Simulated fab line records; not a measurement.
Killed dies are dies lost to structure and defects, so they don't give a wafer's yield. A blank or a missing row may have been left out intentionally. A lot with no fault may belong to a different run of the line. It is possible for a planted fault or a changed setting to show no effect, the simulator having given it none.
A struck lot beside a sound one / flow sky130 / 17 steps out of a route of 708
Sound: these wafers, L595.2, L595.3, L595.5. Struck: wafer L588.6 (left out: L588.4, a lot-mate that was not struck); the cause follows at the end.
Per side, at each step with rows, come the tool, then ch with its chambers, and then its first start. Under that, the readings that differ: sound wafers / struck wafers / difference of the means / sigmas: that difference in standard deviations of wafers without a fault.
alike: readings whose means differ by less than 2 such deviations, and words and numbers that are the same on both sides. not compared: withheld readings, readings that some wafer has no value for, bounds like >300 that may hide the same value, and numbers for which the record gives no deviation and whose values overlap.
A row with sigmas, a row that says differs or no value, or rows on one side alone: a step with any of these is where the two part. Non-overlapping numbers with no deviation appear without sigmas and do not part them. A reading missing from all wafers of one side parts the sides only when that side holds two or more wafers.

SKY_LI_CONTACT_CMP_02: polishes PSG.
  sound on cmp-02 ch 0,1,2, day 32 23:28; struck on cmp-02 ch 0, day 31 07:27
  alike: motor_current_A, time_to_endpoint_s
SKY_LI_CONTACT_BOW_MEAS_03:
  sound: film_metro-01 at day 32 23:44; struck: film_metro-03 at day 31 07:43
  alike: LI_CONTACT_BOW
then, 8 steps without rows for these wafers: SKY_LI_CONTACT_DEHYDRATE_04 (time 60 s); SKY_LI_CONTACT_HMDS_05 (prime time 60 s); SKY_LI_CONTACT_COAT_06 (resist thk 60 nm); SKY_LI_CONTACT_COAT_07 (resist thk 450 nm); SKY_LI_CONTACT_SOFTBAKE_08 (time 90 s); SKY_LI_CONTACT_EXPOSE_09 (exposes mask LICM1, target cd 170 nm); SKY_LI_CONTACT_PEB_10; SKY_LI_CONTACT_DEVELOP_11 (develop time 60 s).
SKY_LI_CONTACT_CD_MEAS_12 targets a cd of 170 nm.
  sound: cd_sem-01 at day 34 02:37; struck: cd_sem-02 at day 32 11:46
  alike: cd_nm
SKY_LI_CONTACT_OVL_MEAS_13:
  sound: overlay-02 at day 34 02:43; struck: overlay-02 at day 32 11:50
  alike: LI_CONTACT_OVL
SKY_LI_CONTACT_ETCH_14: etches BARC in N2/H2, stops on SiO2, time 45.9 s, target depth 60 nm.
  sound on rie_diel-03 ch 0,1,3, day 34 02:45; struck on rie_diel-02 ch 1, day 32 11:51
reading=oes_product_au (a.u.); sound=0.850 0.855 0.854; struck=1.002; difference=+0.149; sigmas=+32
reading=run_length_s (s); sound=74.4 73.9 74.9; struck=54.0; difference=-20.4; sigmas=-47
reading=model.KrF-thick_of_LI_CONTACT_COAT_07.thk_nm (nm); sound=395.9 396.5 396.5; struck=413.2; difference=+16.9; sigmas=
reading=model.etch.depth_nm (nm); sound=60.1 60.26 60.03; struck=43.08; difference=-17.05; sigmas=
reading=model.LI_CONTACT.cd_nm (nm); sound=169.7 168.5 168.3; struck=165.1; difference=-3.7; sigmas=
  alike: drypump_motor_current_A, h2_flow_sccm, throttle_valve_pct
  not compared: rf_hours_counter_h
SKY_LI_CONTACT_ETCH_15: etches PSG in C4F8/O2/Ar, stops on Si, target depth 600 nm.
  sound on rie_diel-03 ch 0,1,3, day 34 02:48; struck on rie_diel-02 ch 1, day 32 11:54
reading=model.KrF-thick_of_LI_CONTACT_COAT_07.thk_nm (nm); sound=234.2 235.5 239.1; struck=253.4; difference=+17.1; sigmas=
reading=model.LI_CONTACT.cd_nm (nm); sound=169.5 168 167.8; struck=165.3; difference=-3.1; sigmas=
  alike: oes_product_au
SKY_LI_CONTACT_STRIP_16: strips in O2/N2.
  sound on plasma_asher-02 ch 0,1, day 34 02:53; struck on plasma_asher-02 ch 0, day 32 12:01
reading=strip_time_to_endpoint_s (s); sound=3.53 3.55 3.56; struck=3.71; difference=+0.16; sigmas=+5
  alike: drypump_motor_current_A, oes_product_au
  not compared: rf_hours_counter_h
then, 1 step without rows for these wafers: SKY_LI_CONTACT_CLEAN_17 (cleans in NMP, time 600 s).
-- record jumps: 16 days separate the struck wafers' starts on either side; left off in module LI_CONTACT, taken up again in module PAD_OPEN, whose first shown step is the route's number 708 --
SKY_PAD_OPEN_PROBE_99:
  sound: prober-02 at day 49 10:50; struck: prober-01 at day 48 09:11
reading=killed_at_other; sound=1 1 1; struck=0; difference=-1; sigmas=-2
reading=killed_short; sound=30 42 37; struck=48; difference=+12; sigmas=+2
reading=model.etest.licon_pdiff.rc_ohm; sound=566.8 582.9 610.4; struck=663.4; difference=+76.7; sigmas=
reading=model.etest.licon_high_po.rc_ohm; sound=338.5 343.9 354.8; struck=388; difference=+42; sigmas=
reading=model.etest.licon_ndiff.rc_ohm; sound=190.3 188.6 189.1; struck=209.7; difference=+20.4; sigmas=
reading=model.etest.sonos_uncharged.r_on_ohm_um; sound=823.7 822.6 815; struck=850.3; difference=+29.9; sigmas=
reading=model.etest.licon_poly.rc_ohm; sound=152.1 152.2 155.7; struck=171; difference=+18; sigmas=
  alike: killed_at_M0_to_M3, killed_at_M4_up, killed_at_contacts, killed_at_front_end, killed_dies, killed_open

WHERE THEY PART
At SKY_LI_CONTACT_ETCH_14 first; at SKY_PAD_OPEN_PROBE_99 last (within this record only).

WHY: what had been put in by the simulator
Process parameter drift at SKY_LI_CONTACT_ETCH_14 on rie_diel-02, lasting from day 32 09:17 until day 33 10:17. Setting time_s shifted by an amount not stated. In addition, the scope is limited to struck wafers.
